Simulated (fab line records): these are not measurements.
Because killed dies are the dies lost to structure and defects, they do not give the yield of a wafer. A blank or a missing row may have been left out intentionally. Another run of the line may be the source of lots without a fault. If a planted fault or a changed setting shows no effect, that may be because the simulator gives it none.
Which tool did it? || flow sfq-line || at 1 step of a route of 325, 14 lots with 42 wafers sampled

## WHAT THE GAUGES READ, wafer by wafer
The record holds no reading of a measuring or inspecting step that can be judged against a usual standard deviation.

## WHAT TOOL EACH LOT RAN ON (gives the tool, then ch and the chambers of the sampled wafers, and finally the start)
{"lot": "L492", "SFQ_TRILAYER_I0_VIA_ETCH_VIA_ETCH_034": "rie-diel-02 ch 0,1, day 17 04:59"}
{"lot": "L493", "SFQ_TRILAYER_I0_VIA_ETCH_VIA_ETCH_034": "rie-diel-03 ch 0,2,3, day 17 10:59"}
{"lot": "L494", "SFQ_TRILAYER_I0_VIA_ETCH_VIA_ETCH_034": "rie-diel-02 ch 0,2,3, day 17 12:11"}
{"lot": "L496", "SFQ_TRILAYER_I0_VIA_ETCH_VIA_ETCH_034": "rie-diel-03 ch 0,3, day 17 16:59"}
{"lot": "L497", "SFQ_TRILAYER_I0_VIA_ETCH_VIA_ETCH_034": "rie-diel-02 ch 0,1,3, day 17 19:23"}
{"lot": "L498", "SFQ_TRILAYER_I0_VIA_ETCH_VIA_ETCH_034": "rie-diel-01 ch 0,3, day 17 21:47"}
{"lot": "L499", "SFQ_TRILAYER_I0_VIA_ETCH_VIA_ETCH_034": "rie-diel-03 ch 0,3, day 18 00:11"}
{"lot": "L501", "SFQ_TRILAYER_I0_VIA_ETCH_VIA_ETCH_034": "rie-diel-02 ch 0,3, day 19 23:56"}
{"lot": "L502", "SFQ_TRILAYER_I0_VIA_ETCH_VIA_ETCH_034": "rie-diel-02 ch 0,1,3, day 21 19:08"}
{"lot": "L503", "SFQ_TRILAYER_I0_VIA_ETCH_VIA_ETCH_034": "rie-diel-02 ch 0,1,3, day 22 03:40"}
{"lot": "L504", "SFQ_TRILAYER_I0_VIA_ETCH_VIA_ETCH_034": "rie-diel-01 ch 0,2,3, day 22 07:23"}
{"lot": "L505", "SFQ_TRILAYER_I0_VIA_ETCH_VIA_ETCH_034": "rie-diel-02 ch 0,3, day 23 06:47"}
{"lot": "L512", "SFQ_TRILAYER_I0_VIA_ETCH_VIA_ETCH_034": "rie-diel-03 ch 0,1,3, day 26 02:41"}
{"lot": "L515", "SFQ_TRILAYER_I0_VIA_ETCH_VIA_ETCH_034": "rie-diel-03 ch 0,1,3, day 27 05:35"}
- SFQ_TRILAYER_I0_VIA_ETCH_VIA_ETCH_034: etches SiO2 in CHF3, stops on Nb, target depth 260 nm.

## AS READ BY THE TOOLS THEMSELVES (means over the sampled wafers that have a number; for cases with no such wafer, the mark the record gives instead)
SFQ_TRILAYER_I0_VIA_ETCH_VIA_ETCH_034. Usual: bias-w 80.01 W, standard deviation 0.23; chamber-pressure-mTorr 30.000 mTorr, standard deviation 0.028; drypump-motor-current-A 5.7 A, standard deviation 0.37; oes-product-au 0.855 a.u., standard deviation 0.0046.
{"lot": "L492", "tool": "rie-diel-02", "bias-w (W)": 80.08, "chamber-pressure-mTorr (mTorr)": 30.009, "drypump-motor-current-A (A)": 5.7, "oes-product-au (a.u.)": 0.856, "flag": ""}
{"lot": "L493", "tool": "rie-diel-03", "bias-w (W)": 80.08, "chamber-pressure-mTorr (mTorr)": 29.975, "drypump-motor-current-A (A)": 5.6, "oes-product-au (a.u.)": 0.854, "flag": ""}
{"lot": "L494", "tool": "rie-diel-02", "bias-w (W)": 79.96, "chamber-pressure-mTorr (mTorr)": 29.994, "drypump-motor-current-A (A)": 5.5, "oes-product-au (a.u.)": 0.855, "flag": ""}
{"lot": "L496", "tool": "rie-diel-03", "bias-w (W)": 80.16, "chamber-pressure-mTorr (mTorr)": 29.958, "drypump-motor-current-A (A)": 5.5, "oes-product-au (a.u.)": 0.859, "flag": ""}
{"lot": "L497", "tool": "rie-diel-02", "bias-w (W)": 79.91, "chamber-pressure-mTorr (mTorr)": 30.015, "drypump-motor-current-A (A)": 5.5, "oes-product-au (a.u.)": 0.857, "flag": ""}
{"lot": "L498", "tool": "rie-diel-01", "bias-w (W)": 80.02, "chamber-pressure-mTorr (mTorr)": 30.004, "drypump-motor-current-A (A)": 5.6, "oes-product-au (a.u.)": 0.854, "flag": ""}
{"lot": "L499", "tool": "rie-diel-03", "bias-w (W)": 80.10, "chamber-pressure-mTorr (mTorr)": 29.981, "drypump-motor-current-A (A)": 5.7, "oes-product-au (a.u.)": 0.854, "flag": ""}
{"lot": "L501", "tool": "rie-diel-02", "bias-w (W)": 80.13, "chamber-pressure-mTorr (mTorr)": 29.991, "drypump-motor-current-A (A)": 5.2, "oes-product-au (a.u.)": 0.852, "flag": ""}
{"lot": "L502", "tool": "rie-diel-02", "bias-w (W)": "-", "chamber-pressure-mTorr (mTorr)": "-", "drypump-motor-current-A (A)": "-", "oes-product-au (a.u.)": "-", "flag": "OFF"}
{"lot": "L503", "tool": "rie-diel-02", "bias-w (W)": "-", "chamber-pressure-mTorr (mTorr)": "-", "drypump-motor-current-A (A)": "-", "oes-product-au (a.u.)": "-", "flag": "OFF"}
{"lot": "L504", "tool": "rie-diel-01", "bias-w (W)": 79.87, "chamber-pressure-mTorr (mTorr)": 30.010, "drypump-motor-current-A (A)": 5.8, "oes-product-au (a.u.)": 0.857, "flag": ""}
{"lot": "L505", "tool": "rie-diel-02", "bias-w (W)": 79.94, "chamber-pressure-mTorr (mTorr)": 30.009, "drypump-motor-current-A (A)": 5.3, "oes-product-au (a.u.)": 0.859, "flag": ""}
{"lot": "L512", "tool": "rie-diel-03", "bias-w (W)": 79.92, "chamber-pressure-mTorr (mTorr)": 30.033, "drypump-motor-current-A (A)": 5.6, "oes-product-au (a.u.)": 0.856, "flag": ""}
{"lot": "L515", "tool": "rie-diel-03", "bias-w (W)": 80.09, "chamber-pressure-mTorr (mTorr)": 30.032, "drypump-motor-current-A (A)": 5.7, "oes-product-au (a.u.)": 0.852, "flag": ""}

## THE ANSWER, worked out from the rows above alone
Rule: take the mean of a lot's wafers that have a number; if it is more than 3 standard deviations from the usual mean, the lot is off. A lot without any number at a reading at which 4 lots or more have one is off too. Any other lot the step has rows for is counted as sound. First the gauges in route order, then the tools' own readings, where a lot's mean is used as printed above. At the first step where some lot is off, the reading lying furthest off is the one used; lots without a number count as furthest.
Off, at SFQ_TRILAYER_I0_VIA_ETCH_VIA_ETCH_034 on bias-w: L502, L503. Without a number there: L502, L503.
If a tool, at that step or one of the process steps before it, ran each lot that is off and ran no sound lot following the first of them, it fits. Not one of the candidates tried fits.

## WHAT HAD BEEN PUT IN BY THE SIMULATOR
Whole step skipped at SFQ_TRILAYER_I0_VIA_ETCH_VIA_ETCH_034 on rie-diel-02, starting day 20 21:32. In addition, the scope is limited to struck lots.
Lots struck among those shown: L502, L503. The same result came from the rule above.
